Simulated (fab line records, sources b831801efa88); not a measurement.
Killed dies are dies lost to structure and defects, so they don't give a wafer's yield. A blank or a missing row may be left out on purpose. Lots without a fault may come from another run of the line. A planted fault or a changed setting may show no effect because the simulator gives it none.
A struck lot beside a sound one | flow gf180mcu | 15 steps out of a route of 602
Sound: wafers L121.1, L121.3, L121.4. Struck: wafers L129.2, L129.5, L129.6. The cause comes at the end.
At each step with rows: each side's tool, then ch and its chambers, then its first start. Under that, the readings that differ: sound wafers | struck wafers | difference of the means | sigmas: that difference in standard deviations of wafers without a fault.
alike: readings whose means differ by less than 2 such deviations, and words and numbers that are the same on both sides. not compared: withheld readings, readings that some wafer has no value for, bounds like >300 that may hide the same value, and numbers for which the record gives no deviation and whose values overlap.
The two part at a step that has a row with sigmas, a row that says differs or no value, or rows on one side only. Numbers that don't overlap but have no deviation are shown without sigmas and don't part them. A reading that every wafer of one side lacks parts them only if that side has two wafers or more.

GF_TOP_METAL_METAL_ETCH_16: etches the open film in Cl2/BCl3, stops on SiO2, target depth 1197 nm, time 199.5 s.
  sound on rie_metal-04 ch 1, day 30 04:13; struck on rie_metal-02 ch 0,1, day 32 06:05
  alike: drypump_motor_current_A, oes_product_au, throttle_valve_pct
  not compared: rf_hours_counter_h
GF_TOP_METAL_STRIP_17: strips in O2/N2.
  sound on plasma_asher-01 ch 0,1, day 30 04:35; struck on plasma_asher-04 ch 0,1, day 32 06:16
  alike: drypump_motor_current_A, heater_power_w, oes_product_au, platen_temp_c, strip_time_to_endpoint_s
  not compared: rf_hours_counter_h
then, 2 steps without rows for these wafers: GF_TOP_METAL_STRIP_18 (strips in post etch residue remover, time 1200 s); GF_TOP_METAL_CLEAN_19 (cleans in DIW).
GF_PASSIVATION_CVD_00: deposits SiO2 from TEOS, target thk 1000 nm, time 111.95 s.
  sound on pecvd-01 ch 0,2, day 30 05:08; struck on pecvd-03 ch 0,2, day 32 06:49
  alike: heater_power_w
GF_PASSIVATION_THK_MEAS_01:
  sound on film_metro-04, day 30 05:12; struck on film_metro-01, day 32 06:54
  alike: PASSIVATION_CVD_00_THK
GF_PASSIVATION_CVD_02: deposits Si3N4, target thk 700 nm, time 486.18 s.
  sound on pecvd-04 ch 0,1,2, day 30 05:16; struck on pecvd-04 ch 1,2, day 32 06:57
  alike: heater_power_w
GF_PASSIVATION_THK_MEAS_03:
  sound on film_metro-04, day 30 05:33; struck on film_metro-01, day 32 07:15
  alike: PASSIVATION_CVD_02_THK
then, 4 steps without rows for these wafers: GF_PASSIVATION_DEHYDRATE_04 (time 60 s); GF_PASSIVATION_HMDS_05 (prime time 60 s); GF_PASSIVATION_COAT_06 (resist thk 4000 nm); GF_PASSIVATION_SOFTBAKE_07.
GF_PASSIVATION_EXPOSE_08: exposes mask Pad, target cd 40000 nm.
  sound on iline_stepper-02 ch 0, day 30 14:55; struck on iline_stepper-02 ch 0, day 32 15:49
  reading                             | sound                | struck         | difference | sigmas
  model.PASSIVATION.overlay_x_nm (nm) | 0.3964 0.3964 0.3964 | 4619 4619 4619 | +4619      |
  alike: mask
then, 1 step without rows for these wafers: GF_PASSIVATION_PEB_09.
GF_PASSIVATION_PROBE_99:
  the record has rows for the struck wafers here (prober-02, day 33 01:29) and none for the sound ones

WHERE THEY PART
Only at GF_PASSIVATION_PROBE_99, within this record.

WHY: what the simulator had put in
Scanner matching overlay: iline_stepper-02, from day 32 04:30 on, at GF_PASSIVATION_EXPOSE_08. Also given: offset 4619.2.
